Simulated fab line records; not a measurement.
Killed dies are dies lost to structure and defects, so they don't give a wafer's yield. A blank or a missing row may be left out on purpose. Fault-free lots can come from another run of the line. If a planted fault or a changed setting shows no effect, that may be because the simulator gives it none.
Comparing a struck lot with a sound one + flow sky130 + 15 out of 708 route steps
Sound: these wafers, L455.2, L455.4, L455.5. The struck wafers were L471.1, L471.3, L471.6. The cause is named last.
At each step with rows: each side's tool, then ch and its chambers, then its first start. Under that, the readings that differ: sound wafers + struck wafers + difference of the means + sigmas: that difference in standard deviations of wafers without a fault.
alike: same words and numbers on both sides, and readings whose means sit less than 2 such deviations apart. not compared: any withheld reading, any reading some wafer has no value for, any bound like >300 that may hide the same value, and any number with overlapping values for which the record gives no deviation.
The two part at a step that has a row with sigmas, a row that says differs or no value, or rows on one side only. When numbers do not overlap yet have no deviation, they are printed without sigmas and do not part them. A reading missing from all wafers of one side parts the sides only when that side holds two or more wafers.

first, 2 steps without rows for these wafers: SKY_LOCAL_INTERCONNECT_CLEAN_17 (cleans in IPA, time 180 s); SKY_LOCAL_INTERCONNECT_CLEAN_18 (cleans in O3/DIW).
SKY_CONTACT_CVD_00: deposits Si3N4, target thk 75 nm.
  sound on pecvd-03 ch 0,1,2, day 32 05:21; struck on pecvd-01 ch 0,1,2, day 37 18:36
  alike: heaterPowerW
SKY_CONTACT_THK_MEAS_01:
  sound on filmMetro-01, day 32 05:23; struck on filmMetro-04, day 37 18:38
  alike: CONTACT_CVD_00_THK
then, 1 step without rows for these wafers: SKY_CONTACT_HDPCVD_02 (deposits SiO2, target thk 565 nm, time 94.2 s).
SKY_CONTACT_THK_MEAS_03:
  sound on filmMetro-03, day 32 05:31; struck on filmMetro-01, day 37 18:46
  alike: CONTACT_HDPCVD_THK
SKY_CONTACT_CMP_04: polishes SiO2.
  sound on cmp-01 ch 0,2,3, day 32 05:37; struck on cmp-02 ch 0,2,3, day 37 18:52
  alike: motorCurrentA, retainingRingPressureFrac, timeToEndpointS
SKY_CONTACT_BOW_MEAS_05:
  sound on filmMetro-03, day 32 05:53; struck on filmMetro-03, day 37 19:07
  alike: CONTACT_BOW
then, 4 steps without rows for these wafers: SKY_CONTACT_DEHYDRATE_06 (time 60 s); SKY_CONTACT_HMDS_07 (prime time 60 s); SKY_CONTACT_COAT_08 (resist thk 60 nm); SKY_CONTACT_COAT_09 (resist thk 450 nm).
SKY_CONTACT_SOFTBAKE_10: time 90 s.
  sound on lithoTrack-01 ch 0, day 32 19:00; struck on lithoTrack-01 ch 0, day 38 07:00
| reading               | sound             | struck            | difference | sigmas |
|-----------------------|-------------------|-------------------|------------|--------|
| heaterPowerTotalW (W) | 57.30 57.46 57.28 | 56.07 56.19 56.18 | -1.20      | -11    |
| plateTempC (C)        | 99.85 99.99 99.84 | 98.76 98.70 98.66 | -1.19      | -9     |
then, 2 steps without rows for these wafers: SKY_CONTACT_EXPOSE_11 (exposes mask CTM1, target cd 170 nm); SKY_PAD_OPEN_PROBE_99.

== WHERE THEY PART ==
SKY_CONTACT_SOFTBAKE_10 only, going by this record.

WHY: the cause the simulator had injected
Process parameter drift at SKY_CONTACT_SOFTBAKE_10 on lithoTrack-01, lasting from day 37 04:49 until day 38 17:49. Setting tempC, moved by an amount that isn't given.
